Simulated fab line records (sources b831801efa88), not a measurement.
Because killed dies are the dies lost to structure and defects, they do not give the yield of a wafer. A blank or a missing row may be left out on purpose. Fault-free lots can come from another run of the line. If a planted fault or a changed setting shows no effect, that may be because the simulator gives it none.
Comparing a struck lot with a sound one	flow sfq-line	18 steps out of a route of 325
Sound: wafers L984.1, L984.2, L984.3. Struck: wafer L996.4 (L996.2, L996.5, from the same lot, were not struck and are left out); the cause is given at the end.
Order at every step that has rows: each side's tool, ch and its chambers, its first start. Under that, the readings that differ: sound wafers	struck wafers	difference of the means	sigmas: that difference in standard deviations of wafers without a fault.
alike: a reading whose means differ by less than 2 such deviations, as well as words and numbers matching on both sides. not compared: withheld readings; readings where some wafer has no value; bounds like >300 that might hide an equal value; numbers whose values overlap and for which the record gives no deviation.
A row with sigmas, a row that says differs or no value, or rows on one side alone: a step with any of these is where the two part. Numbers that don't overlap but have no deviation are shown without sigmas and don't part them. A reading that every wafer of one side lacks parts them only if that side has two wafers or more.

first, 1 step without rows for these wafers: SFQ_TRILAYER_JJ_CE_LITHO_DEVELOP_116 (time 60 s).
SFQ_JJ_OVL_MEAS_931:
  struck on overlay-01, day 68 22:33; sound on overlay-01, day 61 21:23
  alike: J5_OVL
SFQ_TRILAYER_JJ_CE_METRO_MEASURE_117:
  struck on cd-sem-01, day 68 22:47; sound on cd-sem-01, day 61 21:26
  alike: cd-nm
SFQ_TRILAYER_JJ_CE_BARC_OPEN_RIE_150: chemistry O2, target BARC, target depth 240 nm, time 80 s.
  sound on rie-metal-01 ch 0,1, day 61 22:38; struck on rie-metal-04 ch 1, day 68 23:47
reading	sound	struck	difference	sigmas
oes-product-au (a.u.)	0.542 0.543 0.546	0.531	-0.013	-3
  alike: bias-w, chamber-pressure-mTorr, drypump-motor-current-A
  not compared: rf-hours-counter-h
SFQ_TRILAYER_JJ_CE_ETCH_RIE_118: chemistry SF6, target Nb, stops on Al2O3, time 97.7 s, target depth 170 nm.
  sound on rie-metal-01 ch 0,1, day 61 22:43; struck on rie-metal-04 ch 1, day 68 23:53
  alike: bias-w, chamber-pressure-mTorr, drypump-motor-current-A, oes-product-au
  not compared: rf-hours-counter-h
after that, 1 step had no rows for these wafers: SFQ_TRILAYER_JJ_ANODIZE_ANODIZE_119.
SFQ_TRILAYER_JJ_CE_STRIP_STRIP_120: strips in O2.
  sound on rie-metal-03 ch 0,1, day 61 23:20; struck on rie-metal-03 ch 0, day 69 00:29
reading	sound	struck	difference	sigmas
chamber-pressure-mTorr (mTorr)	50.01 49.96 49.98	49.87	-0.11	-3
  alike: drypump-motor-current-A, oes-product-au, platen-temp-c
  not compared: rf-hours-counter-h
then, 5 steps without rows for these wafers: SFQ_TRILAYER_JJ_CE_STRIP_SOLV_CLEAN_121 (cleans in NMP, time 600 s); SFQ_TRILAYER_M5_LITHO_COAT_128 (resist thk 62 nm); SFQ_TRILAYER_M5_LITHO_COAT_123 (resist thk 600 nm); SFQ_TRILAYER_M5_LITHO_SOFTBAKE_127; SFQ_TRILAYER_M5_LITHO_EXPOSE_124 (exposes mask M5, target cd 700 nm).
-- the record jumps here: 3 days lie between the struck wafers' starts before and after --
SFQ_TRILAYER_M5_LITHO_PEB_126: peb time 60 s.
  sound on litho-track-04 ch 0, day 66 10:38; struck on litho-track-04 ch 0, day 71 23:49
then, 1 step without rows for these wafers: SFQ_TRILAYER_M5_LITHO_DEVELOP_125 (time 60 s).
SFQ_M5_OVL_MEAS_932:
  struck on overlay-02, day 72 00:05; sound on overlay-02, day 66 10:56
  alike: M5_OVL
SFQ_TRILAYER_M5_BARC_OPEN_METAL_ETCH_161: etches BARC in O2, target depth 125 nm, time 41.7 s.
  sound on rie-metal-03 ch 0,1, day 66 10:59; struck on rie-metal-02 ch 1, day 72 00:09
reading	sound	struck	difference	sigmas
model.M5.cd-nm (nm)	699.6 697.8 699.7	686.3	-12.7	
  alike: bias-w, chamber-pressure-mTorr, drypump-motor-current-A, oes-product-au
  not compared: rf-hours-counter-h
SFQ_TRILAYER_M5_ETCH_METAL_ETCH_126: etches Nb in Cl2/BCl3, stops on SiO2, time 203.2 s, target depth 265 nm.
  sound on rie-metal-03 ch 0,1, day 66 11:02; struck on rie-metal-02 ch 1, day 72 00:22
reading	sound	struck	difference	sigmas
model.M5.cd-nm (nm)	695.6 698 699.7	685.3	-12.5	
  alike: bias-w, chamber-pressure-mTorr, drypump-motor-current-A, oes-product-au
  not compared: rf-hours-counter-h
SFQ_TRILAYER_M5_STRIP_STRIP_127: strips in O2.
  sound on rie-metal-03 ch 0,1, day 66 11:14; struck on rie-metal-02 ch 1, day 72 01:04
  alike: chamber-pressure-mTorr, drypump-motor-current-A, oes-product-au, platen-temp-c
  not compared: rf-hours-counter-h

## WHERE THEY PART
Last at SFQ_TRILAYER_JJ_CE_STRIP_STRIP_120 as far as this record goes, first at SFQ_TRILAYER_JJ_CE_BARC_OPEN_RIE_150. Later steps at which nothing parts them and some readings are alike: SFQ_M5_OVL_MEAS_932, SFQ_TRILAYER_M5_BARC_OPEN_METAL_ETCH_161, SFQ_TRILAYER_M5_ETCH_METAL_ETCH_126, SFQ_TRILAYER_M5_STRIP_STRIP_127.

WHY: what the simulator had put in
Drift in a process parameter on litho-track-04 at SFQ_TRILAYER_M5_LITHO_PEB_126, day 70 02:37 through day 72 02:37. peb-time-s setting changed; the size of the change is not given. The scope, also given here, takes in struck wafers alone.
